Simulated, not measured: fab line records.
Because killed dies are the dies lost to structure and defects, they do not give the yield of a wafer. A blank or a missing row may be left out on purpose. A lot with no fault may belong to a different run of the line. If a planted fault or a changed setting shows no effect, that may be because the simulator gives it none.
The same fault as seen by 2 desks ; flow sky130 ; only its own numbers are on each desk; what lay behind them is given at the end

METROLOGY DESK
What the gauges read for every lot (on any tool): the sampled wafers with a number, averaged. If a lot's mean is further than 4 standard deviations from the usual mean, the lot is out of limits and carries the mark OUT (the distance appears in the brackets).
Columns: A = cd-nm at SKY_FIELD_ISO_CD_MEAS_13, usual 149.6 nm; B = NWELL_2_TW at SKY_NWELL_TW_MEAS_26, usual 499
lot;first seen here;A;B
L496;day 3 21:01;151.0;497
L497;day 4 01:20;150.7;498
L500;day 4 18:21;151.7;497
L501;day 4 22:53;148.8;497
L502;day 5 03:51;148.4;501
L503;day 5 09:19;148.8;498
L504;day 5 17:04;148.4;501
L505;day 5 20:10;150.1;496
L506;day 6 00:25;149.2;512
L508;day 6 14:49;148.4;523 (+6.8) OUT
L510;day 6 21:20;149.1;499
L511;day 7 03:55;149.3;496
This desk reports L508 out of limits; the earliest was L508 at day 10 11:01 (NWELL_2_TW at SKY_NWELL_TW_MEAS_26). L496, L497, L500, L501, L502, L503, L504, L505, L506, L510, L511: within limits.

THE TOOL OWNER'S DESK: implanter-02
The tool's own readings at SKY_NWELL_IMPLANT_24, given as means over the sampled wafers that have a number, one for each lot that went through this tool. If a lot's mean is further than 4 standard deviations from the usual mean, the lot is out of limits and carries the mark OUT (the distance appears in the brackets).
Columns: A = dose-ions-cm2 at SKY_NWELL_IMPLANT_24, usual 9.2e+12; B = faraday-current-uA at SKY_NWELL_IMPLANT_24, usual 52.0
lot;first seen here;A;B
L496;day 7 01:21;9.2e+12;50.2
L497;day 7 04:55;9.2e+12;51.3
L501;day 8 08:07;9.2e+12;50.9
L502;day 8 14:56;9.2e+12;53.0
L503;day 8 20:40;9.2e+12;52.2
L506;day 9 16:26;1.0e+13 (+81) OUT;57.2 (+4.7) OUT
L508;day 10 10:46;1.0e+13 (+81) OUT;58.2 (+5.6) OUT
Finding of this desk: L506, L508 out of limits; the first was L506 at day 9 16:26, on dose-ions-cm2 at SKY_NWELL_IMPLANT_24. L496, L497, L501, L502, L503: within limits.

BROUGHT TOGETHER
An alarm could have come from the tool owner's desk at day 9 16:26, on L506, L508.
An alarm was possible from the metrology desk at day 10 11:01, on L508.
The metrology desk holds a record of L506, inside its limits.
The lots listed all ran SKY_NWELL_IMPLANT_24 on implanter-02.

WHAT WAS PUT IN BY THE SIMULATOR
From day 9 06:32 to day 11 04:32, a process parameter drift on implanter-02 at SKY_NWELL_IMPLANT_24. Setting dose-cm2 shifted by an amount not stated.
Struck lots among those shown: L506, L508.
Counting hours from when the fault started, the first reading out of limits came at 10 for the tool owner's desk and at 28 for the metrology desk.
